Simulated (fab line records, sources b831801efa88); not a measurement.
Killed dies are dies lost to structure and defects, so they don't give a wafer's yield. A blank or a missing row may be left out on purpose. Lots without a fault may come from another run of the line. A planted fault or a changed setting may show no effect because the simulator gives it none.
Split-lot experiment | flow sky130 | 5 lots, 23 wafers read, on a route of 708 steps

THE SPLIT
At SKY_METAL2_SPUTTER_04 (material TiN, target thk 70 nm, time 58.3 s), the setting power_w was moved away from the recipe's 6500 W on 8 of the 23 wafers read, by +3.2% to +12.0%. The other wafers ran this setting at the recipe's value.

The reading is taken at the split's own step.

THE READING
TiN_of_METAL2_SPUTTER_04.thk_nm (the simulator's own value, which no gauge read), in nm, at SKY_METAL2_SPUTTER_04 (material TiN, target thk 70 nm, time 58.3 s). The file gives no usual value for it. The 15 wafers here that ran the recipe average 70.14 nm, standard deviation 0.71 nm.

wafer  | tool, chamber at the split | power_w as run, W | against the recipe | TiN_of_METAL2_SPUTTER_04.thk_nm, nm | against lot-mates on the recipe
L074.2 | pvd_sputter-02, -          | 7277              | +12.0%             | 77.23                               | +7.17
L074.3 | pvd_sputter-02, -          | 6500              | recipe             | 70.81                               | -
L074.4 | pvd_sputter-02, -          | 7277              | +12.0%             | 78.38                               | +8.32
L074.5 | pvd_sputter-02, -          | 6500              | recipe             | 69.21                               | -
L074.6 | pvd_sputter-02, -          | 6500              | recipe             | 70.15                               | -
L078.1 | pvd_sputter-01, -          | 6500              | recipe             | 69.43                               | -
L078.3 | pvd_sputter-01, -          | 6500              | recipe             | 69.13                               | -
L078.4 | pvd_sputter-01, -          | 6500              | recipe             | 70.01                               | -
L080.1 | pvd_sputter-01, -          | 6500              | recipe             | 69.19                               | -
L080.3 | pvd_sputter-01, -          | 6805              | +4.7%              | 72.68                               | +2.95
L080.4 | pvd_sputter-01, -          | 6500              | recipe             | 70.21                               | -
L080.5 | pvd_sputter-01, -          | 6805              | +4.7%              | 73.37                               | +3.64
L080.6 | pvd_sputter-01, -          | 6500              | recipe             | 69.79                               | -
L083.1 | pvd_sputter-02, -          | 7202              | +10.8%             | 77.82                               | +6.89
L083.2 | pvd_sputter-02, -          | 6500              | recipe             | 71.03                               | -
L083.3 | pvd_sputter-02, -          | 7202              | +10.8%             | 77.69                               | +6.76
L083.4 | pvd_sputter-02, -          | 6500              | recipe             | 71.04                               | -
L083.6 | pvd_sputter-02, -          | 6500              | recipe             | 70.72                               | -
L082.1 | pvd_sputter-04, -          | 6711              | +3.2%              | 72.44                               | +1.98
L082.2 | pvd_sputter-04, -          | 6500              | recipe             | 71.18                               | -
L082.3 | pvd_sputter-04, -          | 6500              | recipe             | 69.53                               | -
L082.4 | pvd_sputter-04, -          | 6711              | +3.2%              | 71.63                               | +1.17
L082.6 | pvd_sputter-04, -          | 6500              | recipe             | 70.67                               | -

THE FIT
A straight line over all 23 wafers: TiN_of_METAL2_SPUTTER_04.thk_nm changes by +0.666 nm for each +1% of power_w; r = +0.98; the points scatter about the line by 0.67 nm.
The same after taking each lot's own level away (the mean of its wafers on the recipe; 23 wafers): +0.642 nm for each +1%; r = +0.98; scatter 0.52 nm.
On that fit, the largest move of power_w shifts the reading by 7.7 nm.
The lots' own levels span 69.523 to 70.930 nm, that is 2.0 times the standard deviation above.
So the lot-to-lot level changes the slope little: the two slopes agree.
Check: with one of the wafers moved furthest among these (+12.0%) left out of the fit, the line predicts +7.81 nm for it against its lot-mates. It came out at +7.17 nm against them.

THE FILE'S OWN FIT
TiN_of_METAL2_SPUTTER_04.thk_nm changes by +0.64 nm for each +1% of power_w, r = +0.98.
